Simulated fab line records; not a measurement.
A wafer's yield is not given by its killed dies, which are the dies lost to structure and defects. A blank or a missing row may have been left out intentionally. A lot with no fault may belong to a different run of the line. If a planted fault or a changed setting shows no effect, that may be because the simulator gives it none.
Which tool was responsible? -- flow gf180mcu -- 14 lots with 42 wafers sampled at 2 steps, on a route of 602 steps

## WHAT THE GAUGES READ, wafer by wafer
GF_V2_CD_MEAS_14: the cd target is 260 nm.
lot,measured,on,cd_nm (nm)
L261,day 20 10:18,cd_sem-01,259.4 259.1 259.8
L262,day 21 03:56,cd_sem-01,260.5 260.3 260.9
L263,day 21 07:43,cd_sem-01,259.9 259.8 260.0
L264,day 21 23:02,cd_sem-01,259.0 260.3 260.4
L265,day 22 01:22,cd_sem-01,257.8 257.5 258.1
L267,day 23 01:26,cd_sem-01,260.3 259.6 260.0
L268,day 23 06:48,cd_sem-02,262.3 262.8 262.1
L273,day 25 02:38,cd_sem-02,258.6 258.9 259.1
L274,day 25 13:39,cd_sem-02,262.0 260.3 259.6
L275,day 25 23:21,cd_sem-02,257.6 258.2 258.4
L278,day 26 21:31,cd_sem-02,261.4 260.3 260.6
L280,day 27 05:06,cd_sem-01,261.0 260.5 261.2
L281,day 27 08:12,cd_sem-02,258.8 260.2 259.1
L283,day 28 01:39,cd_sem-01,262.0 260.9 260.5

## WHAT TOOL EACH LOT RAN ON (gives the tool, then ch and the chambers of the sampled wafers, and finally the start)
lot,GF_V2_CVD_02
L261,"pecvd-02 ch 0,2, day 19 10:15"
L262,"pecvd-03 ch 1,2, day 20 03:38"
L263,"pecvd-02 ch 0,1, day 20 09:28"
L264,"pecvd-04 ch 1,2, day 20 23:28"
L265,"pecvd-02 ch 0,1, day 21 00:59"
L267,"pecvd-04 ch 1, day 22 02:01"
L268,"pecvd-04 ch 0,1,2, day 22 07:13"
L273,"pecvd-02 ch 0,1, day 24 04:23"
L274,"pecvd-03 ch 1, day 24 15:07"
L275,"pecvd-04 ch 0,2, day 25 01:32"
L278,"pecvd-03 ch 1,2, day 25 23:45"
L280,"pecvd-03 ch 0,1, day 26 07:44"
L281,"pecvd-04 ch 0,1,2, day 26 11:20"
L283,"pecvd-04 ch 0,1,2, day 27 04:38"
- GF_V2_CVD_02: deposits SiO2 from TEOS, target thk 850 nm, time 94.851 s.

## AS READ BY THE TOOLS THEMSELVES (means over the sampled wafers that have a number; for cases with no such wafer, the mark the record gives instead)
GF_V2_CVD_02.
lot,tool,heater_power_w (W)
L261,pecvd-02,730
L262,pecvd-03,690
L263,pecvd-02,661
L264,pecvd-04,616
L265,pecvd-02,675
L267,pecvd-04,793
L268,pecvd-04,693
L273,pecvd-02,712
L274,pecvd-03,751
L275,pecvd-04,564
L278,pecvd-03,640
L280,pecvd-03,744
L281,pecvd-04,700
L283,pecvd-04,622

## THE ANSWER, worked out from the rows above alone
Rule: the lots themselves supply what counts as usual. The widest of any qualifying gaps counts: lots, ordered by their means at a reading, are off when they make up no more than a third of the lots, leave a main group of 4 or more, and stand apart from it by 3 or more times the standard deviation of that group's means. The tables above print the reading to a certain number of digits; a main group whose means all agree to those digits is not used. Also off: a lot with no number at a reading for which 4 or more lots have one. Any other lot the step has rows for is counted as sound. First the gauges in route order, then the tools' own readings, where a lot's mean is used as printed above. At the first step where some lot is off, the reading lying furthest off is the one used; lots without a number count as furthest.
No lot is off on any of the readings shown, so nothing can be concluded from this.

## WHAT THE SIMULATOR HAD INSERTED
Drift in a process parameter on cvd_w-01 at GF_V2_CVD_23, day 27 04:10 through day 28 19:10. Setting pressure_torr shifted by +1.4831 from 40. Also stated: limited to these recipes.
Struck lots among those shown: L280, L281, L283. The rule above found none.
